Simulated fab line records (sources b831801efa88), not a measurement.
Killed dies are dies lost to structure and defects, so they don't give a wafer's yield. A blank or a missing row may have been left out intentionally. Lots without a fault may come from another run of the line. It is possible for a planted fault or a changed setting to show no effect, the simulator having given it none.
Which tool did it? -- flow sky130 -- 7 lots, 21 wafers sampled, at 2 steps of a route of 708

## WHAT EACH GAUGE READ, for each wafer
SKY_SD_N_RS_MEAS_16: measures by four-point-probe.
lot,measured,on,SD_N_RS (ohm/sq)
L739,day 28 18:56,filmMetro-02,68.42 68.51 68.43
L741,day 29 06:58,filmMetro-03,69.06 68.73 68.72
L744,day 31 01:31,filmMetro-03,68.81 68.84 68.91
L746,day 31 05:28,filmMetro-03,68.70 68.89 68.81
L747,day 31 18:07,filmMetro-02,68.51 68.67 68.66
L757,day 34 09:14,filmMetro-01,67.38 67.60 67.53
L760,day 35 14:08,filmMetro-02,68.64 68.46 68.53

## WHAT TOOL EACH LOT RAN ON (gives the tool, then ch and the chambers of the sampled wafers, and finally the start)
lot,SKY_SD_N_RTA_14
L739,"rtpAnneal-02 ch 0, day 28 18:45"
L741,"rtpAnneal-02 ch 0, day 29 06:46"
L744,"rtpAnneal-01 ch 0, day 31 01:19"
L746,"rtpAnneal-01 ch 0, day 31 05:16"
L747,"rtpAnneal-01 ch 0, day 31 17:55"
L757,"rtpAnneal-02 ch 0, day 34 09:04"
L760,"rtpAnneal-01 ch 0, day 35 13:58"
- SKY_SD_N_RTA_14: time 2 s.

## THE ANSWER, worked out from the rows above alone
Rule: usual is defined by the lots themselves. The widest of any qualifying gaps counts: lots, ordered by their means at a reading, are off when they make up no more than a third of the lots, leave a main group of 4 or more, and stand apart from it by 3 or more times the standard deviation of that group's means. A main group whose means are all the same, to the digits that the tables above print for the reading, isn't used. A lot without any number at a reading at which 4 lots or more have one is off too. Where the step has rows for the other lots, those lots are counted as sound.
Off: at SKY_SD_N_RS_MEAS_16 (SD_N_RS), L757. Mean 68.68 ohm/sq and standard deviation 0.15 in the main group.
If a tool, at a process step before that reading, ran all the lots that are off and no sound lot after the first of them, it fits. The gauges at SKY_SD_N_RS_MEAS_16 are tried like those tools. Undecided on this evidence; 2 tools fit (rtpAnneal-02 at SKY_SD_N_RTA_14, filmMetro-01 at SKY_SD_N_RS_MEAS_16).

## WHAT WAS PUT IN BY THE SIMULATOR
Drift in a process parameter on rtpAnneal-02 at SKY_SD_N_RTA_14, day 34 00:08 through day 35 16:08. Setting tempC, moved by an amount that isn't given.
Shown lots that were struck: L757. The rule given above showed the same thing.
